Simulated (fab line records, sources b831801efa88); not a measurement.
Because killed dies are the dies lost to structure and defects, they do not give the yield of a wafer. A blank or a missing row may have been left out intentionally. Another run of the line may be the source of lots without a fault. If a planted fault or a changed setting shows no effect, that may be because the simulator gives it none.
What tool caused it? -- flow sky130 -- 14 lots, 42 wafers sampled, at 2 steps of a route of 708

== WHAT THE GAUGES READ, wafer by wafer ==
SKY_SD_N_OVL_MEAS_08. Usual: SD_N_OVL gives 0.2 nm (standard deviation 1.3).
lot,measured,on,SD_N_OVL (nm),flag
L929,day 27 23:15,overlay-01,-0.7 -1.0 -2.4,
L930,day 28 05:47,overlay-01,1.0 0.8 0.3,
L935,day 30 10:08,overlay-02,0.3 -2.3 1.4,
L938,day 31 00:11,overlay-02,-1.2 -0.8 -0.8,
L941,day 32 14:22,overlay-01,0.2 -1.1 -1.5,
L942,day 32 15:40,overlay-01,2.8 -0.4 2.4,
L944,day 33 20:49,overlay-01,0.8 0.7 1.3,
L946,day 33 22:00,overlay-01,-1.3 0.5 -0.1,
L945,day 33 22:34,overlay-01,0.4 0.8 2.1,
L943,day 34 01:14,overlay-01,-0.7 -0.9 -0.7,
L948,day 34 08:40,overlay-01,0.0 0.9 0.9,
L949,day 34 13:43,overlay-02,-1.0 1.7 -0.8,
L950,day 34 18:52,overlay-02,0.9 2.6 2.8,
L952,day 35 12:51,overlay-02,-0.1 -0.2 0.0,

SKY_SD_N_RS_MEAS_16: the measuring method here is four-point-probe. Usual: SD_N_RS gives 68.55 ohm/sq (standard deviation 0.11).
lot,measured,on,SD_N_RS (ohm/sq),flag
L929,day 27 23:59,filmMetro-01,68.55 68.56 68.54,
L930,day 28 06:31,filmMetro-03,68.43 68.55 68.48,
L935,day 30 10:52,filmMetro-01,68.56 68.66 68.69,
L938,day 31 00:55,filmMetro-03,68.67 68.71 68.74,
L941,day 32 15:05,filmMetro-01,68.49 68.53 68.53,
L942,day 32 16:23,filmMetro-01,68.60 68.28 68.35,
L944,day 33 21:32,filmMetro-03,68.36 68.47 68.48,
L946,day 33 22:44,filmMetro-01,68.39 68.42 68.42,
L945,day 33 23:19,filmMetro-03,68.58 68.75 68.62,
L943,day 34 01:58,filmMetro-03,68.58 68.54 68.51,
L948,day 34 09:23,filmMetro-01,68.36 68.35 68.43,
L949,day 34 14:27,filmMetro-03,68.57 68.53 68.57,
L950,day 34 19:37,filmMetro-03,68.53 68.65 68.77,
L952,day 35 13:35,filmMetro-03,68.39 68.60 68.52,

== EACH LOT AND THE TOOL THAT RAN IT (in order: tool; ch and the chambers of the sampled wafers; start) ==
Before these readings, the record contains no process step.

== AS READ BY THE TOOLS THEMSELVES (means over the sampled wafers that have a number; for cases with no such wafer, the mark the record gives instead) ==
The record holds no such reading with a usual standard deviation.

== THE ANSWER, worked out from the rows above alone ==
Rule: a lot is off if the mean of its wafers that have a number lies more than 3 standard deviations from the usual mean. Also off: a lot with no number at a reading for which 4 or more lots have one. All remaining lots with rows at the step are treated as sound. After the gauges, taken in route order, come the tools' own readings; for these a lot's mean is taken, as printed above. At the first step where some lot is off, the reading lying furthest off is the one used; lots without a number count as furthest.
Across all readings shown, no lot is off: no conclusion can be drawn from this.

== WHAT THE SIMULATOR HAD INSERTED ==
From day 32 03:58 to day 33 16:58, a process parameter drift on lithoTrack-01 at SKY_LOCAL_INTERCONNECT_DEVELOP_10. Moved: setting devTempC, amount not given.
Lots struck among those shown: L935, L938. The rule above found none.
